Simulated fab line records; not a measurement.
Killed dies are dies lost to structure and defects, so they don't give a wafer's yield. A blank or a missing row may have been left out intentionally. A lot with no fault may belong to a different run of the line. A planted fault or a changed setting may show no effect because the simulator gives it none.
Which tool is to blame? || flow sfq-line || 15 lots, 43 wafers sampled, at 2 steps of a route of 325

WHAT THE GAUGES READ, wafer by wafer
No reading from a measuring or inspecting step in the record can be judged against a usual standard deviation.

WHAT TOOL EACH LOT RAN ON (gives the tool, then ch and the chambers of the sampled wafers, and finally the start)
{"lot": "L352", "SFQ_TRILAYER_M0_LITHO_COAT_026": "litho-track-03 ch 0, day 7 12:59", "SFQ_TRILAYER_M0_BARC_OPEN_METAL_ETCH_031": "rie-metal-03 ch 1, day 11 19:29"}
{"lot": "L354", "SFQ_TRILAYER_M0_LITHO_COAT_026": "litho-track-02 ch 0, day 8 09:23", "SFQ_TRILAYER_M0_BARC_OPEN_METAL_ETCH_031": "rie-metal-02 ch 0,1, day 12 11:05"}
{"lot": "L355", "SFQ_TRILAYER_M0_LITHO_COAT_026": "litho-track-03 ch 0, day 8 20:11", "SFQ_TRILAYER_M0_BARC_OPEN_METAL_ETCH_031": "rie-metal-03 ch 0,1, day 12 20:41"}
{"lot": "L356", "SFQ_TRILAYER_M0_LITHO_COAT_026": "litho-track-02 ch 0, day 9 07:21", "SFQ_TRILAYER_M0_BARC_OPEN_METAL_ETCH_031": "rie-metal-02 ch 0,1, day 13 07:29"}
{"lot": "L357", "SFQ_TRILAYER_M0_LITHO_COAT_026": "litho-track-01 ch 0, day 9 16:00", "SFQ_TRILAYER_M0_BARC_OPEN_METAL_ETCH_031": "rie-metal-04 ch 0,1, day 14 01:38"}
{"lot": "L358", "SFQ_TRILAYER_M0_LITHO_COAT_026": "litho-track-01 ch 0, day 10 00:15", "SFQ_TRILAYER_M0_BARC_OPEN_METAL_ETCH_031": "rie-metal-03 ch 0, day 14 12:25"}
{"lot": "L361", "SFQ_TRILAYER_M0_LITHO_COAT_026": "litho-track-01 ch 0, day 10 18:20", "SFQ_TRILAYER_M0_BARC_OPEN_METAL_ETCH_031": "rie-metal-03 ch 0,1, day 15 19:37"}
{"lot": "L362", "SFQ_TRILAYER_M0_LITHO_COAT_026": "litho-track-01 ch 0, day 11 02:42", "SFQ_TRILAYER_M0_BARC_OPEN_METAL_ETCH_031": "rie-metal-03 ch 0, day 16 06:18"}
{"lot": "L363", "SFQ_TRILAYER_M0_LITHO_COAT_026": "litho-track-01 ch 0, day 11 09:54", "SFQ_TRILAYER_M0_BARC_OPEN_METAL_ETCH_031": "rie-metal-03 ch 0,1, day 16 15:54"}
{"lot": "L369", "SFQ_TRILAYER_M0_LITHO_COAT_026": "litho-track-03 ch 0, day 12 19:27", "SFQ_TRILAYER_M0_BARC_OPEN_METAL_ETCH_031": "rie-metal-04 ch 1, day 18 08:45"}
{"lot": "L370", "SFQ_TRILAYER_M0_LITHO_COAT_026": "litho-track-03 ch 0, day 13 01:31", "SFQ_TRILAYER_M0_BARC_OPEN_METAL_ETCH_031": "rie-metal-02 ch 0,1, day 18 15:57"}
{"lot": "L372", "SFQ_TRILAYER_M0_LITHO_COAT_026": "litho-track-01 ch 0, day 14 07:40", "SFQ_TRILAYER_M0_BARC_OPEN_METAL_ETCH_031": "rie-metal-03 ch 0,1, day 20 00:22"}
{"lot": "L373", "SFQ_TRILAYER_M0_LITHO_COAT_026": "litho-track-01 ch 0, day 14 14:50", "SFQ_TRILAYER_M0_BARC_OPEN_METAL_ETCH_031": "rie-metal-02 ch 0,1, day 20 09:25"}
{"lot": "L374", "SFQ_TRILAYER_M0_LITHO_COAT_026": "litho-track-01 ch 0, day 15 00:34", "SFQ_TRILAYER_M0_BARC_OPEN_METAL_ETCH_031": "rie-metal-02 ch 0,1, day 20 21:12"}
{"lot": "L375", "SFQ_TRILAYER_M0_LITHO_COAT_026": "litho-track-02 ch 0, day 15 07:37", "SFQ_TRILAYER_M0_BARC_OPEN_METAL_ETCH_031": "rie-metal-02 ch 0,1, day 21 05:36"}
- SFQ_TRILAYER_M0_LITHO_COAT_026: resist thk 62 nm.
- SFQ_TRILAYER_M0_BARC_OPEN_METAL_ETCH_031: etches BARC in O2, target depth 125 nm, time 41.7 s.

WHAT THE TOOLS THEMSELVES READ (means of the sampled wafers that have a number; where no wafer has one, the mark that the record gives instead)
SFQ_TRILAYER_M0_BARC_OPEN_METAL_ETCH_031.
{"lot": "L352", "tool": "rie-metal-03", "drypump-motor-current-A (A)": 5.8, "oes-product-au (a.u.)": 0.681}
{"lot": "L354", "tool": "rie-metal-02", "drypump-motor-current-A (A)": 6.1, "oes-product-au (a.u.)": 0.683}
{"lot": "L355", "tool": "rie-metal-03", "drypump-motor-current-A (A)": 5.7, "oes-product-au (a.u.)": 0.681}
{"lot": "L356", "tool": "rie-metal-02", "drypump-motor-current-A (A)": 5.7, "oes-product-au (a.u.)": 0.687}
{"lot": "L357", "tool": "rie-metal-04", "drypump-motor-current-A (A)": 5.3, "oes-product-au (a.u.)": 0.682}
{"lot": "L358", "tool": "rie-metal-03", "drypump-motor-current-A (A)": 5.5, "oes-product-au (a.u.)": 0.682}
{"lot": "L361", "tool": "rie-metal-03", "drypump-motor-current-A (A)": 5.7, "oes-product-au (a.u.)": 0.657}
{"lot": "L362", "tool": "rie-metal-03", "drypump-motor-current-A (A)": 5.5, "oes-product-au (a.u.)": 0.642}
{"lot": "L363", "tool": "rie-metal-03", "drypump-motor-current-A (A)": 5.7, "oes-product-au (a.u.)": 0.639}
{"lot": "L369", "tool": "rie-metal-04", "drypump-motor-current-A (A)": 5.2, "oes-product-au (a.u.)": 0.685}
{"lot": "L370", "tool": "rie-metal-02", "drypump-motor-current-A (A)": 5.7, "oes-product-au (a.u.)": 0.690}
{"lot": "L372", "tool": "rie-metal-03", "drypump-motor-current-A (A)": 5.7, "oes-product-au (a.u.)": 0.684}
{"lot": "L373", "tool": "rie-metal-02", "drypump-motor-current-A (A)": 5.7, "oes-product-au (a.u.)": 0.681}
{"lot": "L374", "tool": "rie-metal-02", "drypump-motor-current-A (A)": 5.7, "oes-product-au (a.u.)": 0.685}
{"lot": "L375", "tool": "rie-metal-02", "drypump-motor-current-A (A)": 6.0, "oes-product-au (a.u.)": 0.684}

THE ANSWER, worked out from the rows above alone
Rule: the usual values come from the lots themselves. The widest of any qualifying gaps counts: lots, ordered by their means at a reading, are off when they make up no more than a third of the lots, leave a main group of 4 or more, and stand apart from it by 3 or more times the standard deviation of that group's means. A main group whose means are all the same, to the digits that the tables above print for the reading, isn't used. A lot without any number at a reading at which 4 lots or more have one is off too. All remaining lots with rows at the step are treated as sound. The gauges are gone through in route order, then the tools' own readings, and for those a lot's mean is taken as printed above. The first step at which some lot is off is used, and at that step the reading that is off furthest; a lot without a number counts as furthest.
Off: L361, L362, L363, at SFQ_TRILAYER_M0_BARC_OPEN_METAL_ETCH_031 (oes-product-au). The main group: mean 0.684 a.u., standard deviation 0.0026.
If a tool, at that step or one of the process steps before it, ran each lot that is off and ran no sound lot following the first of them, it fits. None of those tried fits.

WHAT THE SIMULATOR PUT IN
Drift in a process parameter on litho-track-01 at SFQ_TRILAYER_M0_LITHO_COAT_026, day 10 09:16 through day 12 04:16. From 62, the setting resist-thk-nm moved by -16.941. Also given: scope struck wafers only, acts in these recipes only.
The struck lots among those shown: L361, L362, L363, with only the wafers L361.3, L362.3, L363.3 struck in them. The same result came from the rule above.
